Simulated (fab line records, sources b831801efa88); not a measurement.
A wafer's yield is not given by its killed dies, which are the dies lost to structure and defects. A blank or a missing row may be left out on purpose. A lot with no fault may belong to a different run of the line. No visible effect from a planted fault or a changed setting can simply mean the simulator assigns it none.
Chamber matching / flow sky130 / SKY_CONTACT_CMP_04 on cmp-01 has 4 sister chambers
The step polishes SiO2. 14 wafers are shown with their chamber, then 7 later ones without.

WAFERS WITH THEIR CHAMBER
wafer=L613.2; chamber=1; motor-current-A (A)=11.0; time-to-endpoint-s (s)=75
wafer=L613.3; chamber=2; motor-current-A (A)=13.3; time-to-endpoint-s (s)=69
wafer=L613.5; chamber=1; motor-current-A (A)=10.8; time-to-endpoint-s (s)=72
wafer=L616.2; chamber=0; motor-current-A (A)=11.1; time-to-endpoint-s (s)=85
wafer=L616.5; chamber=1; motor-current-A (A)=10.8; time-to-endpoint-s (s)=78
wafer=L616.6; chamber=2; motor-current-A (A)=13.5; time-to-endpoint-s (s)=78
wafer=L619.2; chamber=1; motor-current-A (A)=11.4; time-to-endpoint-s (s)=77
wafer=L619.4; chamber=3; motor-current-A (A)=15.6; time-to-endpoint-s (s)=83
wafer=L619.6; chamber=0; motor-current-A (A)=10.5; time-to-endpoint-s (s)=79
wafer=L631.4; chamber=1; motor-current-A (A)=11.5; time-to-endpoint-s (s)=81
wafer=L631.5; chamber=2; motor-current-A (A)=13.9; time-to-endpoint-s (s)=77
wafer=L631.6; chamber=3; motor-current-A (A)=14.8; time-to-endpoint-s (s)=82
wafer=L628.2; chamber=0; motor-current-A (A)=11.6; time-to-endpoint-s (s)=87
wafer=L628.4; chamber=2; motor-current-A (A)=14.3; time-to-endpoint-s (s)=80

SIGNATURES (means of the wafers above)
reading=motor-current-A; chamber 0=11.067; chamber 1=11.100; chamber 2=13.750; chamber 3=15.200; scatter within a chamber=0.442
reading=time-to-endpoint-s; chamber 0=83.67; chamber 1=76.60; chamber 2=76.00; chamber 3=82.50; scatter within a chamber=3.88
Rule: a wafer's distance from a chamber is the root of the sum, over the readings, of the square of ((its reading less the chamber's mean) divided by the reading's scatter). The wafer belongs to the nearest chamber; if the next one is less than 2 further off, it can't be placed. The scatter: the root of (the sum of the squares of (reading less its chamber's mean) over the shown wafers, divided by (wafers less chambers)).

WAFERS WHOSE CHAMBER IS MISSING
wafer=L628.5; motor-current-A (A)=10.9; time-to-endpoint-s (s)=81
wafer=L632.2; motor-current-A (A)=14.6; time-to-endpoint-s (s)=84
wafer=L632.3; motor-current-A (A)=11.2; time-to-endpoint-s (s)=87
wafer=L632.4; motor-current-A (A)=13.6; time-to-endpoint-s (s)=80
wafer=L635.1; motor-current-A (A)=13.8; time-to-endpoint-s (s)=80
wafer=L635.4; motor-current-A (A)=14.1; time-to-endpoint-s (s)=86
wafer=L635.5; motor-current-A (A)=14.0; time-to-endpoint-s (s)=84

WHICH CHAMBER EACH WENT THROUGH
wafer=L628.5; from the rows above=can't be placed: 0 or 1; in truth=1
wafer=L632.2; from the rows above=can't be placed: 3 or 2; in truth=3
wafer=L632.3; from the rows above=can't be placed: 0 or 1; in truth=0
wafer=L632.4; from the rows above=2; in truth=2
wafer=L635.1; from the rows above=2; in truth=2
wafer=L635.4; from the rows above=can't be placed: 3 or 2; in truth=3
wafer=L635.5; from the rows above=can't be placed: 2 or 3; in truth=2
Correct placement for 2 of the 7. Cannot be placed on the basis of these rows: 5; the candidates contain the true chamber in 5. Wrongly placed: 0.
